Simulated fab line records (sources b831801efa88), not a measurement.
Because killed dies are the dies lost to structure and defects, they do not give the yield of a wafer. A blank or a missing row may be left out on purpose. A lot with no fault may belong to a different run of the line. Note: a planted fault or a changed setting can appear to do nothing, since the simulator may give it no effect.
Which tool was responsible? | flow sky130 | Sampling: 7 lots, 21 wafers, 2 of 708 route steps

## WHAT THE GAUGES READ, wafer by wafer
SKY_VIA3_THK_MEAS_01.
lot  | measured     | on           | VIA3_HDPCVD_THK (nm)
L789 | day 39 17:21 | filmMetro-03 | 1638 1641 1657
L791 | day 40 08:52 | filmMetro-01 | 1635 1628 1641
L793 | day 41 02:40 | filmMetro-03 | 1623 1600 1615
L797 | day 42 09:09 | filmMetro-04 | 1652 1612 1618
L804 | day 43 23:37 | filmMetro-04 | 1629 1611 1615
L807 | day 44 18:05 | filmMetro-01 | 1657 1652 1637
L808 | day 45 17:20 | filmMetro-04 | 1635 1617 1673

## TOOL THAT RAN EACH LOT (tool first, then ch and the chambers of the sampled wafers, then the start)
lot  | SKY_METAL3_DESCUM_15
L789 | rieMetal-03 ch 0,1, day 39 16:15
L791 | rieMetal-03 ch 0,1, day 40 07:44
L793 | rieMetal-03 ch 1, day 41 01:27
L797 | rieMetal-01 ch 0,1, day 42 07:58
L804 | rieMetal-02 ch 0,1, day 43 22:30
L807 | rieMetal-02 ch 0,1, day 44 17:00
L808 | rieMetal-01 ch 0,1, day 45 16:11
- SKY_METAL3_DESCUM_15: chemistry O2, time 8 s.

## THE ANSWER, worked out from the rows above alone
Rule: the usual values come from the lots themselves. The widest of any qualifying gaps counts: lots, ordered by their means at a reading, are off when they make up no more than a third of the lots, leave a main group of 4 or more, and stand apart from it by 3 or more times the standard deviation of that group's means. A main group is skipped when, at the precision printed for the reading in the tables above, its means are all equal. Also off: a lot with no number at a reading for which 4 or more lots have one. All remaining lots with rows at the step are treated as sound.
Nothing can be told from this: no lot is off at any reading shown.

## WHAT THE SIMULATOR HAD PUT IN
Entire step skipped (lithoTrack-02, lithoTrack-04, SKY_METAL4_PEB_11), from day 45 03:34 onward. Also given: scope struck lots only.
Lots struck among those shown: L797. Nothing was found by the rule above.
